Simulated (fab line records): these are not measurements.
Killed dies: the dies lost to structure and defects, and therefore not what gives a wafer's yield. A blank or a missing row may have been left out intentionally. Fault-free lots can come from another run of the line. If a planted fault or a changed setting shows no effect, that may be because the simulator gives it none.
Which of the tools did it? / flow sky130 / 11 lots, 33 wafers sampled, at 3 steps of a route of 708

## WHAT EACH GAUGE READ, for each wafer
SKY_PWDE_OVL_MEAS_07.
lot=L690; measured=day 3 21:34; on=overlay-01; PWDE_OVL (nm)=1.0 -0.8 0.2
lot=L692; measured=day 4 11:11; on=overlay-02; PWDE_OVL (nm)=-0.8 -1.2 -2.1
lot=L695; measured=day 5 03:11; on=overlay-02; PWDE_OVL (nm)=- - -
lot=L696; measured=day 5 08:04; on=overlay-02; PWDE_OVL (nm)=2.0 2.4 3.0
lot=L705; measured=day 7 08:23; on=overlay-02; PWDE_OVL (nm)=1.9 1.7 2.1
lot=L707; measured=day 7 16:56; on=overlay-02; PWDE_OVL (nm)=1.3 0.3 0.7
lot=L708; measured=day 7 23:55; on=overlay-02; PWDE_OVL (nm)=1.7 1.1 1.8
lot=L709; measured=day 8 05:28; on=overlay-01; PWDE_OVL (nm)=1.6 2.1 1.7
lot=L710; measured=day 8 13:13; on=overlay-01; PWDE_OVL (nm)=0.6 -0.5 -0.4
lot=L711; measured=day 8 16:43; on=overlay-01; PWDE_OVL (nm)=0.0 1.3 -0.6
lot=L712; measured=day 8 21:29; on=overlay-01; PWDE_OVL (nm)=0.7 -1.2 0.1

## TOOL THAT RAN EACH LOT (tool first, then ch and the chambers of the sampled wafers, then the start)
lot=L690; SKY_DNWELL_STRIP_08=plasma_asher-02 ch 0,1, day 3 06:14; SKY_PWDE_EXPOSE_04=iline_stepper-02 ch 0, day 3 14:15
lot=L692; SKY_DNWELL_STRIP_08=plasma_asher-02 ch 0,1, day 3 18:46; SKY_PWDE_EXPOSE_04=iline_stepper-02 ch 0, day 4 02:44
lot=L695; SKY_DNWELL_STRIP_08=plasma_asher-02 ch 0,1, day 4 09:45; SKY_PWDE_EXPOSE_04=iline_stepper-01 ch 0, day 4 18:01
lot=L696; SKY_DNWELL_STRIP_08=plasma_asher-01 ch 0,1, day 4 14:46; SKY_PWDE_EXPOSE_04=iline_stepper-02 ch 0, day 4 23:35
lot=L705; SKY_DNWELL_STRIP_08=plasma_asher-01 ch 0,1, day 6 12:49; SKY_PWDE_EXPOSE_04=iline_stepper-01 ch 0, day 6 22:19
lot=L707; SKY_DNWELL_STRIP_08=plasma_asher-01 ch 0,1, day 6 21:49; SKY_PWDE_EXPOSE_04=iline_stepper-01 ch 0, day 7 08:10
lot=L708; SKY_DNWELL_STRIP_08=plasma_asher-04 ch 0,1, day 7 03:55; SKY_PWDE_EXPOSE_04=iline_stepper-01 ch 0, day 7 14:11
lot=L709; SKY_DNWELL_STRIP_08=plasma_asher-01 ch 0,1, day 7 09:46; SKY_PWDE_EXPOSE_04=iline_stepper-02 ch 0, day 7 19:41
lot=L710; SKY_DNWELL_STRIP_08=plasma_asher-02 ch 0,1, day 7 16:34; SKY_PWDE_EXPOSE_04=iline_stepper-01 ch 0, day 8 02:42
lot=L711; SKY_DNWELL_STRIP_08=plasma_asher-04 ch 0, day 7 20:44; SKY_PWDE_EXPOSE_04=iline_stepper-01 ch 0, day 8 06:47
lot=L712; SKY_DNWELL_STRIP_08=plasma_asher-02 ch 0,1, day 7 23:56; SKY_PWDE_EXPOSE_04=iline_stepper-01 ch 0, day 8 10:54
- SKY_DNWELL_STRIP_08: strips in O2/N2.
- SKY_PWDE_EXPOSE_04: exposes mask PWDEM, target cd 840 nm.

## THE ANSWER, worked out from the rows above alone
Rule: the lots themselves supply what counts as usual. The widest of any qualifying gaps counts: lots, ordered by their means at a reading, are off when they make up no more than a third of the lots, leave a main group of 4 or more, and stand apart from it by 3 or more times the standard deviation of that group's means. Not used: any main group whose means are identical at the precision the tables above print for the reading. Also off: a lot with no number at a reading for which 4 or more lots have one. All remaining lots with rows at the step are treated as sound.
Off: L695, seen at SKY_PWDE_OVL_MEAS_07 (PWDE_OVL). Without a number there: L695. The main group has a mean of 0.7 nm with a standard deviation of 1.1.
A tool fits if, at a process step before that reading, it ran every lot that is off, and no sound lot after the first of them. Gauges at SKY_PWDE_OVL_MEAS_07: tried the same way as those tools. None of those tried fits.

## WHAT THE SIMULATOR PUT IN
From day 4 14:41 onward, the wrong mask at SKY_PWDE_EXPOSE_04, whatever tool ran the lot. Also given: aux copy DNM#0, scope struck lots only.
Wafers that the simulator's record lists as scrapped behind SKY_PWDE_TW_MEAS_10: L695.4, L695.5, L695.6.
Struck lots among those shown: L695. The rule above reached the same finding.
